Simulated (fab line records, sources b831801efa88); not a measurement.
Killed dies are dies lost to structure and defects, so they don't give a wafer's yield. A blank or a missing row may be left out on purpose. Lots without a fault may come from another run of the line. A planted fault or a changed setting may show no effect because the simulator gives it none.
One fault seen from 2 desks | flow gf180mcu | each desk has only its own numbers; what lay behind them comes last

THE METROLOGY DESK
What the gauges read, lot by lot, whatever tool the lot ran on: means of the sampled wafers that have a number. A lot is out of limits, marked OUT, if its mean lies more than 4 standard deviations from the usual mean; the brackets give that distance.
Columns: A = V1_CVD_00_THK at GF_V1_THK_MEAS_01, usual 599 nm; B = V1_CVD_02_THK at GF_V1_THK_MEAS_03, usual 847 nm; C = V1_BOW at GF_V1_BOW_MEAS_05, usual 83 um
lot  | first seen here | A   | B   | C
L779 | day 17 07:48    | 609 | 857 | 83
L789 | day 21 03:50    | 601 | 843 | 77
L790 | day 21 07:51    | 595 | 850 | 90
L794 | day 23 01:11    | 599 | 841 | 78
L795 | day 23 07:33    | 596 | 834 | 80
L796 | day 23 15:49    | 593 | 862 | 86
This desk's finding: nothing out of limits on any of the 6 lots.

THE TOOL OWNER'S DESK: krf_scanner-02
The tool's own readings at GF_V1_EXPOSE_11 (exposes mask Via1, target cd 260 nm): means of the sampled wafers that have a number, for each lot that ran on this tool. A lot is out of limits, marked OUT, if its mean lies more than 4 standard deviations from the usual mean; the brackets give that distance.
Columns: A = reticle_temp_C at GF_V1_EXPOSE_11, usual 22.99 C
lot  | first seen here | A
L779 | day 17 19:57    | 22.96
L789 | day 21 16:43    | 23.02
L790 | day 21 20:13    | 23.02
This desk's finding: nothing out of limits on any of the 3 lots.

PUT TOGETHER
The metrology desk saw nothing out of limits.
The tool owner's desk saw nothing out of limits.

WHAT THE SIMULATOR HAD PUT IN
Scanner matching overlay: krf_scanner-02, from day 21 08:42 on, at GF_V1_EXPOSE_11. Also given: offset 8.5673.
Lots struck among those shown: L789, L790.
